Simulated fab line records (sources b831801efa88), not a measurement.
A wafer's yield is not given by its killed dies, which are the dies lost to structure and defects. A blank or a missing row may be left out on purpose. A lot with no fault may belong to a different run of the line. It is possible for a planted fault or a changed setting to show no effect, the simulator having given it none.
One fault seen from 2 desks	flow sky130	what lay behind the numbers comes last; until then each desk has only its own

## FROM THE METROLOGY DESK
What the gauges read for every lot (on any tool): the sampled wafers with a number, averaged. Marked OUT: a lot whose mean sits more than 4 standard deviations from the usual mean, which makes it out of limits; the brackets give that distance.
Columns: A = VT_ADJUST_NCORE_TW at SKY_VT_ADJUST_NCORE_TW_MEAS_11, usual 221.0; B = LDD_N_TW at SKY_LDD_N_TW_MEAS_17, usual 2601; C = LDD_P_OVL at SKY_LDD_P_OVL_MEAS_08, usual 0.3 nm
lot	first seen here	A	B	C
L240	day 8 15:22	221.4	2624	-1.1
L244	day 9 14:03	218.2	2603	1.1
L245	day 9 21:45	222.3	2607	1.2
L246	day 10 02:52	218.2	2578	-1.5
L247	day 10 11:18	221.1	2602	-0.8
L251	day 11 18:48	221.5	2590	2.0
L254	day 12 15:53	220.0	2600	0.5
L255	day 13 00:07	221.9	2575	0.1
L258	day 13 20:46	220.7	2629	0.2
L259	day 14 03:38	222.9	2574	0.7
L260	day 14 10:46	221.2	2624	-0.6
L261	day 14 22:02	220.7	2588	-1.7
L262	day 15 02:57	220.3	2581	1.2
Result from this desk: across the 13 lots, nothing is out of limits.

## DESK OF THE TOOL OWNER: furnace-02
The tool's own readings at SKY_GATE_OXIDE_OXIDATION_16 (stabilise 600 s, purge 300 s, target thk 3.57 nm): means of the sampled wafers that have a number, for each lot that ran on this tool. Marked OUT: a lot whose mean sits more than 4 standard deviations from the usual mean, which makes it out of limits; the brackets give that distance.
Columns: A = spike_tc_bottom_C at SKY_GATE_OXIDE_OXIDATION_16, usual 820.3 C; B = spike_tc_centre_C at SKY_GATE_OXIDE_OXIDATION_16, usual 800.7 C; C = spike_tc_lower_C at SKY_GATE_OXIDE_OXIDATION_16, usual 801.3 C; D = tube_center_temp_C at SKY_GATE_OXIDE_OXIDATION_16, usual 800 C; E = zone_power_bottom_pct at SKY_GATE_OXIDE_OXIDATION_16, usual 23.2 %; F = zone_power_centre_pct at SKY_GATE_OXIDE_OXIDATION_16, usual 13.7 %; G = zone_power_lower_pct at SKY_GATE_OXIDE_OXIDATION_16, usual 13.6 %
lot	first seen here	A	B	C	D	E	F	G
L240	day 14 01:24	820.4	800.8	801.4	800	22.6	13.1	13.0
L244	day 15 02:50	818.6	800.9	801.2	800	22.7	13.1	12.9
L245	day 15 15:58	828.4 (+4.2) OUT	807.2 (+5.9) OUT	745.9 (-50) OUT	800	29.5 (+9.5) OUT	20.1 (+7.1) OUT	0.0 (-15) OUT
L246	day 15 15:58	827.0	808.0 (+6.7) OUT	745.9 (-50) OUT	800	29.6 (+9.7) OUT	20.4 (+7.4) OUT	0.0 (-15) OUT
L247	day 16 03:03	827.8	807.4 (+6.1) OUT	745.9 (-50) OUT	800	29.5 (+9.5) OUT	20.2 (+7.1) OUT	0.0 (-15) OUT
L254	day 19 17:18	820.2	800.1	801.3	800	22.7	13.1	13.0
L255	day 19 17:18	820.0	799.6	801.1	800	22.7	13.2	12.9
L259	day 20 08:10	818.1	800.8	800.9	800	22.7	13.2	12.8
L261	day 21 05:57	819.9	800.3	801.0	800	22.6	13.0	13.0
L262	day 21 10:58	819.0	800.9	802.9	800	23.0	13.1	12.9
Finding of this desk: L245, L246, L247 out of limits; the first was L245 at day 15 15:58, on spike_tc_bottom_C at SKY_GATE_OXIDE_OXIDATION_16. L240, L244, L254, L255, L259, L261, L262: within limits.

## TAKEN TOGETHER
On L245, L246, L247, at day 15 15:58, an alarm was possible from the tool owner's desk.
At the metrology desk, nothing out of limits was observed.
The metrology desk has L245, L246, L247 on record, within its limits.
Of the lots named, all ran SKY_GATE_OXIDE_OXIDATION_16 on furnace-02.

## WHAT THE SIMULATOR HAD PUT IN
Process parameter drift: furnace-02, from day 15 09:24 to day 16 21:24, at SKY_GATE_OXIDE_OXIDATION_16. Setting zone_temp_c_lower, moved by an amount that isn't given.
Shown lots that were struck: L245, L246, L247.
Delay in hours, fault start to first out-of-limits reading, by desk: the tool owner's desk at 7.
